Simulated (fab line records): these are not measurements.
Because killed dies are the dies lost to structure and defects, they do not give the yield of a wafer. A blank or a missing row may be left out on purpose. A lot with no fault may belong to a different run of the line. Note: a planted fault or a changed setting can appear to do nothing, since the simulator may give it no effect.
Which tool is to blame? | flow gf180mcu | 33 wafers from 11 lots sampled at 4 of the route's 602 steps

## WHAT EACH GAUGE READ, for each wafer
GF_STI_CD_MEAS_12 targets a cd of 220 nm. Usual: cd-nm at 220.1 nm, with a standard deviation of 1.6.
lot  | measured    | on        | cd-nm (nm)        | flag
L773 | day 2 07:37 | cd-sem-01 | 220.1 219.6 221.3 |
L782 | day 4 06:17 | cd-sem-01 | 221.6 222.1 222.5 |
L785 | day 4 23:12 | cd-sem-02 | 221.8 221.4 220.6 |
L786 | day 5 01:52 | cd-sem-01 | 223.2 224.0 223.6 |
L787 | day 5 08:17 | cd-sem-02 | 217.4 218.4 218.4 |
L788 | day 5 13:01 | cd-sem-01 | 219.6 219.5 219.5 |
L789 | day 5 17:49 | cd-sem-01 | 219.2 217.3 218.6 |
L791 | day 6 03:25 | cd-sem-01 | 219.7 220.8 220.4 |
L792 | day 6 08:25 | cd-sem-01 | 221.5 221.5 220.4 |
L794 | day 6 18:34 | cd-sem-01 | 219.6 219.5 218.4 |
L795 | day 7 00:44 | cd-sem-02 | 221.9 222.3 221.4 |

GF_VT_IMPLANT_OVL_MEAS_07. Usual: VT_IMPLANT_OVL typically reads 1.4 nm, with standard deviation 1.3.
lot  | measured     | on         | VT_IMPLANT_OVL (nm) | flag
L773 | day 5 23:28  | overlay-01 | 0.1 2.0 0.4         |
L782 | day 8 09:08  | overlay-02 | - - -               | OFF
L785 | day 9 03:38  | overlay-01 | 1.4 1.7 1.7         |
L786 | day 9 09:10  | overlay-01 | 0.2 1.8 1.4         |
L787 | day 9 16:38  | overlay-02 | -0.1 0.1 0.9        |
L788 | day 9 23:22  | overlay-02 | -1.7 1.1 1.9        |
L789 | day 10 02:43 | overlay-02 | 1.4 0.8 1.5         |
L791 | day 10 18:28 | overlay-01 | 2.1 3.1 2.3         |
L792 | day 10 19:28 | overlay-01 | 1.8 2.1 1.1         |
L794 | day 11 07:10 | overlay-02 | 1.7 2.4 2.6         |
L795 | day 11 14:41 | overlay-01 | 0.9 3.2 1.9         |

GF_VT_IMPLANT_TW_MEAS_10. Usual: VT_IMPLANT_TW typically reads 562.1, with standard deviation 2.5.
lot  | measured     | on            | VT_IMPLANT_TW                 | flag
L773 | day 5 23:46  | film-metro-03 | 559.4 560.6 561.8             |
L782 | day 8 09:25  | film-metro-04 | 30.0 30.0 30.2 29.9 30.0 30.0 | OFF
L785 | day 9 03:56  | film-metro-04 | 560.2 563.7 562.8             |
L786 | day 9 09:28  | film-metro-01 | 565.0 564.0 562.8             |
L787 | day 9 16:55  | film-metro-04 | 563.4 559.9 556.4             |
L788 | day 9 23:38  | film-metro-01 | 564.2 566.7 566.8             |
L789 | day 10 03:01 | film-metro-01 | 564.1 562.6 561.3             |
L791 | day 10 18:44 | film-metro-03 | 560.8 560.1 564.4             |
L792 | day 10 19:44 | film-metro-01 | 561.3 559.9 562.7             |
L794 | day 11 07:28 | film-metro-01 | 558.8 559.9 558.4             |
L795 | day 11 14:58 | film-metro-01 | 559.1 560.1 560.1             |

## WHICH TOOL RAN EACH LOT (tool, then ch and the chambers of the sampled wafers, then the start)
lot  | GF_VT_IMPLANT_EXPOSE_04
L773 | iline-stepper-01 ch 0, day 5 16:04
L782 | iline-stepper-01 ch 0, day 8 00:53
L785 | iline-stepper-02 ch 0, day 8 19:17
L786 | iline-stepper-02 ch 0, day 9 00:28
L787 | iline-stepper-01 ch 0, day 9 07:28
L788 | iline-stepper-01 ch 0, day 9 15:41
L789 | iline-stepper-01 ch 0, day 9 19:10
L791 | iline-stepper-02 ch 0, day 10 08:37
L792 | iline-stepper-01 ch 0, day 10 10:47
L794 | iline-stepper-01 ch 0, day 10 21:36
L795 | iline-stepper-01 ch 0, day 11 05:19
- GF_VT_IMPLANT_EXPOSE_04: exposes mask LVPWELL LV AREA, target cd 600 nm.

## AS READ BY THE TOOLS THEMSELVES (means over the sampled wafers that have a number; for cases with no such wafer, the mark the record gives instead)
GF_VT_IMPLANT_EXPOSE_04. Usual: exposure-dose-mJ-cm2 140.00, standard deviation 0.13; focus-offset-nm 0.0 nm, standard deviation 0.46; stage-vel-mm-s 500.03 mm/s, standard deviation 0.24.
lot  | tool             | exposure-dose-mJ-cm2 | focus-offset-nm (nm) | stage-vel-mm-s (mm/s) | flag
L773 | iline-stepper-01 | 140.02               | 0.4                  | 499.86                |
L782 | iline-stepper-01 | 139.92               | -0.2                 | 500.40                |
L785 | iline-stepper-02 | 139.98               | 0.5                  | 499.85                |
L786 | iline-stepper-02 | 139.97               | -0.1                 | 499.98                |
L787 | iline-stepper-01 | 140.09               | 0.2                  | 500.22                |
L788 | iline-stepper-01 | 139.98               | -1.0                 | 499.88                |
L789 | iline-stepper-01 | 139.88               | -0.2                 | 500.18                |
L791 | iline-stepper-02 | 139.95               | 0.4                  | 499.86                |
L792 | iline-stepper-01 | 139.97               | 0.2                  | 500.48                |
L794 | iline-stepper-01 | 139.85               | -0.1                 | 500.04                |
L795 | iline-stepper-01 | 140.08               | 0.0                  | 500.06                |

## THE ANSWER, worked out from the rows above alone
Rule: take the mean of a lot's wafers that have a number; if it is more than 3 standard deviations from the usual mean, the lot is off. A lot without any number at a reading at which 4 lots or more have one is off too. The other lots that the step has rows for count as sound. Order of review: gauges by route order, followed by the tools' own readings, for which a lot's mean as printed above is used. The first step at which some lot is off is used, and at that step the reading that is off furthest; a lot without a number counts as furthest.
Off: L782, at GF_VT_IMPLANT_OVL_MEAS_07 (VT_IMPLANT_OVL). Without a number there: L782.
If a tool, at a process step before that reading, ran all the lots that are off and no sound lot after the first of them, it fits. Not tried: the gauges at GF_VT_IMPLANT_OVL_MEAS_07; whatever is off there is also off at GF_VT_IMPLANT_TW_MEAS_10, on other tools, and gauge error can't account for it. No candidate that was tried fits.

## WHAT THE SIMULATOR HAD INSERTED
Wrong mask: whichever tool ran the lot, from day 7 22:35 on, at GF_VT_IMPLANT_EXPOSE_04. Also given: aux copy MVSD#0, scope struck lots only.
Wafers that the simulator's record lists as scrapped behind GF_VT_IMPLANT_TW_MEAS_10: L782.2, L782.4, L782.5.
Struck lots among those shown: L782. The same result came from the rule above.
